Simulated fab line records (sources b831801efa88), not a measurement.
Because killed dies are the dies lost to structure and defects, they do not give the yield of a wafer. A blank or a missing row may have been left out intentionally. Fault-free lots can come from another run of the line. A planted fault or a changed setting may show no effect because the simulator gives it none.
The tool behind it: which one? | flow sfq_line | 14 lots (42 wafers sampled), 1 step of a 325-step route

## WHAT THE GAUGES READ, wafer by wafer
SFQ_I3_OVL_MEAS_923.
lot  | measured     | on         | I3_OVL (nm)
L686 | day 30 10:29 | overlay-02 | 6 2 3
L696 | day 40 14:45 | overlay-01 | 0 -4 1
L697 | day 41 00:11 | overlay-02 | -7 -6 -6
L699 | day 41 13:22 | overlay-02 | -14 -5 -7
L700 | day 42 02:41 | overlay-02 | 1 6 3
L701 | day 42 13:52 | overlay-01 | -6 -8 -6
L702 | day 42 18:40 | overlay-01 | -10 -2 -4
L703 | day 43 09:11 | overlay-02 | -14 -16 -11
L704 | day 43 13:59 | overlay-01 | -1 -2 -7
L705 | day 44 00:47 | overlay-02 | -5 -9 -4
L706 | day 44 16:31 | overlay-02 | 0 -1 -4
L707 | day 44 20:07 | overlay-02 | -4 -7 -3
L708 | day 45 06:55 | overlay-01 | 5 1 -12
L709 | day 45 12:41 | overlay-01 | -15 -14 -2

## EACH LOT AND THE TOOL THAT RAN IT (in order: tool; ch and the chambers of the sampled wafers; start)
The record holds no process step before these readings.

## WHAT THE TOOLS THEMSELVES READ (means of the sampled wafers that have a number; where no wafer has one, the mark that the record gives instead)
The record holds no such reading with a usual standard deviation.

## THE ANSWER, worked out from the rows above alone
Rule: the lots themselves supply what counts as usual. Put in order of their means at a reading, lots are off if they are a third of the lots or fewer, leave a main group of 4 or more, and stand apart from it by a gap of 3 or more times the standard deviation of the main group's means; of several such gaps the widest counts. Not used: any main group whose means are identical at the precision the tables above print for the reading. Also off: a lot with no number at a reading for which 4 or more lots have one. Where the step has rows for the other lots, those lots are counted as sound. The gauges are gone through in route order, then the tools' own readings, and for those a lot's mean is taken as printed above. At the first step where some lot is off, the reading lying furthest off is the one used; lots without a number count as furthest.
None of the lots is off at any reading shown; this tells nothing.

## WHAT WAS PUT IN BY THE SIMULATOR
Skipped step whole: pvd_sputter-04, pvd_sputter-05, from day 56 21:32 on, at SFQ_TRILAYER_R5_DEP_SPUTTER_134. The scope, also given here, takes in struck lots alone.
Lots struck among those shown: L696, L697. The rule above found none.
